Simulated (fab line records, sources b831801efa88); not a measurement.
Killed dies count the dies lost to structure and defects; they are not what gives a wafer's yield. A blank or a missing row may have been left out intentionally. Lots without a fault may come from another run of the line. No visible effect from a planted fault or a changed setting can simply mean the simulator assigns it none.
Which tool was responsible? | flow sky130 | 33 wafers from 11 lots sampled at 3 of the route's 708 steps

WHAT THE GAUGES READ, wafer by wafer
SKY_SD_N_TW_MEAS_12. Usual: SD_N_TW gives 3982 (standard deviation 20).
lot  | measured     | on            | SD_N_TW        | flag
L348 | day 28 16:47 | film metro-04 | 3953 3967 3968 |
L351 | day 29 18:41 | film metro-04 | 3984 3967 3981 |
L353 | day 30 12:14 | film metro-01 | 4004 4006 4019 |
L354 | day 30 18:19 | film metro-03 | 3991 3977 3972 |
L355 | day 31 00:53 | film metro-03 | 4012 4008 4002 |
L356 | day 31 10:53 | film metro-04 | 3973 3957 3964 |
L357 | day 31 21:07 | film metro-04 | 3966 3950 3976 |
L358 | day 32 05:25 | film metro-01 | 4000 4018 3990 |
L359 | day 32 10:11 | film metro-01 | 4010 3988 4006 |
L364 | day 33 18:13 | film metro-03 | 3982 3981 4006 |
L366 | day 34 17:51 | film metro-01 | 3986 3964 3965 |

EACH LOT AND THE TOOL THAT RAN IT (in order: tool; ch and the chambers of the sampled wafers; start)
lot  | SKY_POLY_GATE_ETCH_17            | SKY_POLY_CUT_ETCH_11
L348 | rie si-02 ch 1,3, day 17 04:19   | rie diel-04 ch 1,2,3, day 25 00:16
L351 | rie si-02 ch 0,1,2, day 18 08:28 | rie diel-04 ch 0,1,3, day 26 03:43
L353 | rie si-01 ch 0,2,3, day 19 01:13 | rie diel-01 ch 2,3, day 26 23:01
L354 | rie si-02 ch 1,3, day 19 09:43   | rie diel-04 ch 0,1,3, day 27 04:52
L355 | rie si-02 ch 1,2, day 19 18:58   | rie diel-01 ch 1,2, day 27 12:26
L356 | rie si-01 ch 2,3, day 20 04:22   | rie diel-01 ch 1,3, day 27 21:22
L357 | rie si-02 ch 0,1, day 20 19:13   | rie diel-03 ch 1,2,3, day 28 08:28
L358 | rie si-01 ch 0,1,2, day 21 00:52 | rie diel-03 ch 0,1,3, day 28 18:22
L359 | rie si-02 ch 0,2,3, day 21 07:34 | rie diel-04 ch 0,1, day 28 22:19
L364 | rie si-02 ch 0,3, day 22 18:19   | rie diel-04 ch 0,1, day 30 07:58
L366 | rie si-01 ch 0,2,3, day 23 21:34 | rie diel-04 ch 0,1,3, day 31 08:07
- SKY_POLY_GATE_ETCH_17: etches poly-Si in HBr/Cl2, stops on SiO2, target depth 180 nm, time 70.5 s.
- SKY_POLY_CUT_ETCH_11: etches Si3N4 in CF4/CH2F2/Ar, stops on poly-Si, time 42.5 s, target depth 60 nm.

WHAT THE TOOLS THEMSELVES READ (means of the sampled wafers that have a number; where no wafer has one, the mark that the record gives instead)
SKY_POLY_GATE_ETCH_17. Usual: HBr_flow_sccm 150.1 sccm, standard deviation 0.43; bias w 99.98 W, standard deviation 0.26; drypump motor current A 5.9 A, standard deviation 0.36; oes product au 0.989 a.u., standard deviation 0.0086; throttle valve pct 33.683 %, standard deviation 0.0094.
lot  | tool      | HBr_flow_sccm (sccm) | bias w (W) | drypump motor current A (A) | oes product au (a.u.) | throttle valve pct (%) | flag
L348 | rie si-02 | 150.5                | 99.87      | 5.9                         | 0.983                 | 33.682                 |
L351 | rie si-02 | 149.9                | 99.90      | 6.2                         | 0.985                 | 33.694                 |
L353 | rie si-01 | 150.2                | 100.19     | 5.7                         | 0.985                 | 33.687                 |
L354 | rie si-02 | 150.2                | 99.91      | 5.9                         | 0.988                 | 33.674                 |
L355 | rie si-02 | 150.4                | 100.00     | 6.3                         | 0.987                 | 33.680                 |
L356 | rie si-01 | 150.5                | 99.93      | 5.8                         | 0.992                 | 33.687                 |
L357 | rie si-02 | 150.0                | 99.99      | 6.1                         | 0.979                 | 33.690                 |
L358 | rie si-01 | 150.2                | 99.87      | 5.8                         | 0.979                 | 33.681                 |
L359 | rie si-02 | 150.2                | 100.31     | 6.0                         | 0.993                 | 33.688                 |
L364 | rie si-02 | 149.9                | 100.34     | 5.9                         | 0.987                 | 33.679                 |
L366 | rie si-01 | 150.3                | 106.27     | 5.7                         | 0.997                 | 33.673                 | OFF

SKY_POLY_CUT_ETCH_11. Usual: bias w 150.0 W, standard deviation 0.45; cf4 flow sccm 40.00 sccm, standard deviation 0.13; drypump motor current A 5.7 A, standard deviation 0.46; mfc ar sccm 150.0 sccm, standard deviation 0.41; oes product au 0.831 a.u., standard deviation 0.008; throttle valve pct 14.995 %, standard deviation 0.009.
lot  | tool        | bias w (W) | cf4 flow sccm (sccm) | drypump motor current A (A) | mfc ar sccm (sccm) | oes product au (a.u.) | throttle valve pct (%) | flag
L348 | rie diel-04 | 149.7      | 39.91                | 5.8                         | 149.9              | 0.830                 | 15.001                 |
L351 | rie diel-04 | 150.1      | 40.02                | 5.6                         | 150.3              | 0.827                 | 14.994                 |
L353 | rie diel-01 | 149.6      | 40.06                | 5.4                         | 149.8              | 0.831                 | 15.001                 |
L354 | rie diel-04 | 149.6      | 40.06                | 5.6                         | 150.4              | 0.831                 | 15.001                 |
L355 | rie diel-01 | 149.7      | 39.97                | 5.1                         | 150.2              | 0.839                 | 14.995                 |
L356 | rie diel-01 | 150.2      | 40.02                | 5.5                         | 149.9              | 0.829                 | 15.001                 |
L357 | rie diel-03 | 150.2      | 40.02                | 5.6                         | 150.2              | 0.833                 | 14.988                 |
L358 | rie diel-03 | 149.9      | 40.03                | 5.6                         | 150.4              | 0.828                 | 14.996                 |
L359 | rie diel-04 | 149.7      | 39.93                | 5.2                         | 150.1              | 0.828                 | 14.996                 |
L364 | rie diel-04 | 150.2      | 39.96                | 5.3                         | 150.2              | 0.831                 | 14.990                 |
L366 | rie diel-04 | 149.9      | 39.97                | 5.6                         | 150.0              | 0.826                 | 14.987                 |

THE ANSWER, worked out from the rows above alone
Rule: a lot is off if the mean of its wafers that have a number lies more than 3 standard deviations from the usual mean. Also off: a lot with no number at a reading for which 4 or more lots have one. Where the step has rows for the other lots, those lots are counted as sound. Order of review: gauges by route order, followed by the tools' own readings, for which a lot's mean as printed above is used. The first step at which some lot is off is used, and at that step the reading that is off furthest; a lot without a number counts as furthest.
Off at SKY_POLY_GATE_ETCH_17 (bias w): L366.
A tool fits if, at that step or a process step before it, it ran every lot that is off, and no sound lot after the first of them. One fits: SKY_POLY_GATE_ETCH_17 on rie si-01. A fault onset in the window from L358 (day 21 00:52, its last sound lot) to L366 (day 23 21:34, its first lot off) fits.
On the lots that are off, the tool's own readings at SKY_POLY_GATE_ETCH_17 differ by more than 5 times the standard deviation of the sound lots' means, which bears it out; bias w reads 106.27 W there versus 100.03 W on the sound lots.

WHAT THE SIMULATOR PUT IN
rie si-01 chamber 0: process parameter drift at SKY_POLY_GATE_ETCH_17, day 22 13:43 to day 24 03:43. A move of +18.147 in setting bias w, from 100. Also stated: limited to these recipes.
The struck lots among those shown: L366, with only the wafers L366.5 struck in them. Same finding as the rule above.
